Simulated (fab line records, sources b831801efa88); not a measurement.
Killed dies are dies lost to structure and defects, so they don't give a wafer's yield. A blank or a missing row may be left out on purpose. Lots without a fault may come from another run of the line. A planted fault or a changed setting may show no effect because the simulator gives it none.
Tool commonality check | flow gf180mcu | 12 lots, 36 wafers sampled

WHY IT WAS OPENED
At GF_V1_CD_MEAS_14 the reading cd_nm is flagged on 2 of 12 lots. Wafers without a fault read 259.9 nm, standard deviation 1.5.
Rule: a lot is flagged when every wafer of it that has a number lies more than 4 standard deviations from that mean, or none has a number. The other lots count as sound.

lot  | measured     | on        | cd_nm (nm), wafer by wafer | flag
L905 | day 18 05:57 | cd_sem-02 | 259.3 259.4 259.1          |
L906 | day 18 23:44 | cd_sem-02 | 259.6 260.4 259.8          |
L907 | day 19 03:24 | cd_sem-02 | 260.4 260.0 259.8          |
L909 | day 19 22:44 | cd_sem-01 | 256.6 257.6 257.9          |
L911 | day 20 17:43 | cd_sem-02 | 261.6 261.4 261.1          |
L916 | day 22 12:49 | cd_sem-02 | 259.5 260.7 261.1          |
L918 | day 23 11:38 | cd_sem-01 | 261.4 260.7 261.4          |
L923 | day 25 04:05 | cd_sem-02 | 242.9 242.6 242.3          | FLAGGED
L924 | day 25 07:44 | cd_sem-02 | 258.2 260.5 260.8          |
L926 | day 26 02:21 | cd_sem-02 | 243.5 244.5 244.2          | FLAGGED
L927 | day 26 04:20 | cd_sem-02 | 261.1 260.3 262.7          |
L928 | day 26 10:21 | cd_sem-02 | 259.8 259.7 259.4          |
The numbers of the flagged lots are 243.3 nm on average: -16.6 nm against the usual, or -11 standard deviations.

WHICH TOOL RAN EACH LOT
The record holds 1 process step before the reading, out of a route of 602 steps. In each cell: the tool, then ch and the chambers that the sampled wafers went through, then the start.
lot  | flag    | GF_V1_PEB_12
L905 |         | litho_track-04 ch 0, day 18 05:37
L906 |         | litho_track-01 ch 0, day 18 23:23
L907 |         | litho_track-04 ch 0, day 19 03:04
L909 |         | litho_track-04 ch 0, day 19 22:23
L911 |         | litho_track-02 ch 0, day 20 17:22
L916 |         | litho_track-04 ch 0, day 22 12:29
L918 |         | litho_track-04 ch 0, day 23 11:17
L923 | FLAGGED | litho_track-04 ch 0, day 25 03:44
L924 |         | litho_track-01 ch 0, day 25 07:26
L926 | FLAGGED | litho_track-04 ch 0, day 26 02:01
L927 |         | litho_track-02 ch 0, day 26 04:00
L928 |         | litho_track-01 ch 0, day 26 10:01
What these steps do:
- GF_V1_PEB_12: peb time 90 s.
- GF_V1_CD_MEAS_14: target cd 260 nm.

FLAGGED OVER TOTAL, TOOL BY TOOL (the gauges that took the reading come last)
step             | tool           | lots run | flagged | share of the flagged lots | sound lots run after its first flagged lot
GF_V1_PEB_12     | litho_track-01 | 3        | 0       | none                      | -
GF_V1_PEB_12     | litho_track-02 | 2        | 0       | none                      | -
GF_V1_PEB_12     | litho_track-04 | 7        | 2       | all                       | 0
GF_V1_CD_MEAS_14 | cd_sem-01      | 2        | 0       | none                      | -
GF_V1_CD_MEAS_14 | cd_sem-02      | 10       | 2       | all                       | 3 (L924,L927,L928)

WHAT THE TABLE ALLOWS
2 rows of the table ran every flagged lot: litho_track-04 at GF_V1_PEB_12, cd_sem-02 at GF_V1_CD_MEAS_14.
- litho_track-04 at GF_V1_PEB_12: 2 of its 7 lots flagged. Its last sound lot is L918 (day 23 11:17), its first flagged lot L923 (day 25 03:44): a fault that began between those two fits. Its own readings lie more than 4 standard deviations out on every wafer of the flagged lots: heater_power_total_W, plate_temp_C.
- cd_sem-02 at GF_V1_CD_MEAS_14: 2 of its 10 lots flagged. Sound lots ran on it after the first flagged one (L924, L927, L928), which a lasting fault on the whole tool wouldn't allow.
One tool is left: litho_track-04 at GF_V1_PEB_12.

WHAT THE SIMULATOR HAD PUT IN
Process parameter drift: litho_track-04, from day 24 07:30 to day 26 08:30, at GF_V1_PEB_12. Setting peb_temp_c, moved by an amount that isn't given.
Lots struck among those shown: L923, L926. The rule above found the same.
